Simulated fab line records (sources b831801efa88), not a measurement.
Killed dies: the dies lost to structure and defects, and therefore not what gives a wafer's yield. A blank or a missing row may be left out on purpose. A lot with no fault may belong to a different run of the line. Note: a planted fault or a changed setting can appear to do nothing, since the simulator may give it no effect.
Comparing a struck lot with a sound one / flow sky130 / 16 out of 708 route steps
Sound: these wafers, L392.2, L392.3, L392.4. Struck: wafer L395.6 (left out: L395.3, L395.4 of the same lot, which were not struck); the cause appears at the end.
Order at every step that has rows: each side's tool, ch and its chambers, its first start. Under that, the readings that differ: sound wafers / struck wafers / difference of the means / sigmas: that difference in standard deviations of wafers without a fault.
alike: words and numbers the same on both sides, and readings whose means are apart by under 2 such deviations; not compared: readings that were withheld, readings missing a value for some wafer, numbers with overlapping values and no deviation given by the record, and bounds like >300 which may hide the same value.
The two part at a step that has a row with sigmas, a row that says differs or no value, or rows on one side only. Numbers that don't overlap but have no deviation are shown without sigmas and don't part them. A reading missing from all wafers of one side parts the sides only when that side holds two or more wafers.

SKY_NWELL_OVL_MEAS_10:
  sound on overlay-01 at day 5 13:55; struck on overlay-01 at day 6 09:14
  alike: NWELL_00_OVL
then, 3 steps without rows for these wafers: SKY_NWELL_IMPLANT_11; SKY_NWELL_IMPLANT_12; SKY_NWELL_IMPLANT_13.
SKY_NWELL_STRIP_14: strips in O2/N2.
  sound on plasma_asher-04 ch 0,1, day 5 14:23; struck on plasma_asher-02 ch 0, day 6 09:45
reading=n2_flow_sccm (sccm); sound=300.0 301.3 300.4; struck=298.4; difference=-2.2; sigmas=-2
  alike: drypump_motor_current_A, oes_product_au, strip_time_to_endpoint_s
  not compared: rf_hours_counter_h
SKY_NWELL_TW_MEAS_15:
  sound on film_metro-01 at day 5 14:30; struck on film_metro-04 at day 6 09:50
  alike: NWELL_TW
then, 6 steps without rows for these wafers: SKY_NWELL_DEHYDRATE_16 (time 60 s); SKY_NWELL_HMDS_17 (prime time 60 s); SKY_NWELL_COAT_18 (resist thk 3000 nm); SKY_NWELL_SOFTBAKE_19; SKY_NWELL_EXPOSE_20 (exposes mask NWM COMPLEMENT, target cd 840 nm); SKY_NWELL_PEB_21.
SKY_NWELL_DEVELOP_22: develop time 60 s.
  sound on litho_track-03 ch 0, day 6 09:00; struck on litho_track-04 ch 0, day 7 04:00
  alike: developer_temp_C, exhaust_pa
SKY_NWELL_OVL_MEAS_23:
  sound on overlay-02 at day 6 09:13; struck on overlay-02 at day 7 04:59
  not compared: NWELL_01_OVL
then, 1 step without rows for these wafers: SKY_NWELL_IMPLANT_24.
-- the record jumps here: 42 days lie between the struck wafers' starts before and after (it left off in module NWELL and takes up again in module PAD_OPEN, whose first step shown is number 708 of the route) --
SKY_PAD_OPEN_PROBE_99:
  sound on prober-02 at day 48 05:22; struck on prober-01 at day 49 01:23
reading=hold; sound=- - -; struck=await_dispo/4.4h/release; difference=no value on the sound wafers; sigmas=
reading=killed_at_front_end; sound=14 11 14; struck=427; difference=+414; sigmas=+99 or more
reading=killed_dies; sound=84 86 86; struck=492; difference=+407; sigmas=+50
reading=killed_on_rim; sound=20 20 16; struck=96; difference=+77; sigmas=+21
  alike: killed_at_M0_to_M3, killed_at_M4_up, killed_at_contacts, killed_at_other, killed_open, killed_short

WHERE THEY PART
Last at SKY_PAD_OPEN_PROBE_99 as far as this record goes, first at SKY_NWELL_STRIP_14.

WHY: what the simulator had put in
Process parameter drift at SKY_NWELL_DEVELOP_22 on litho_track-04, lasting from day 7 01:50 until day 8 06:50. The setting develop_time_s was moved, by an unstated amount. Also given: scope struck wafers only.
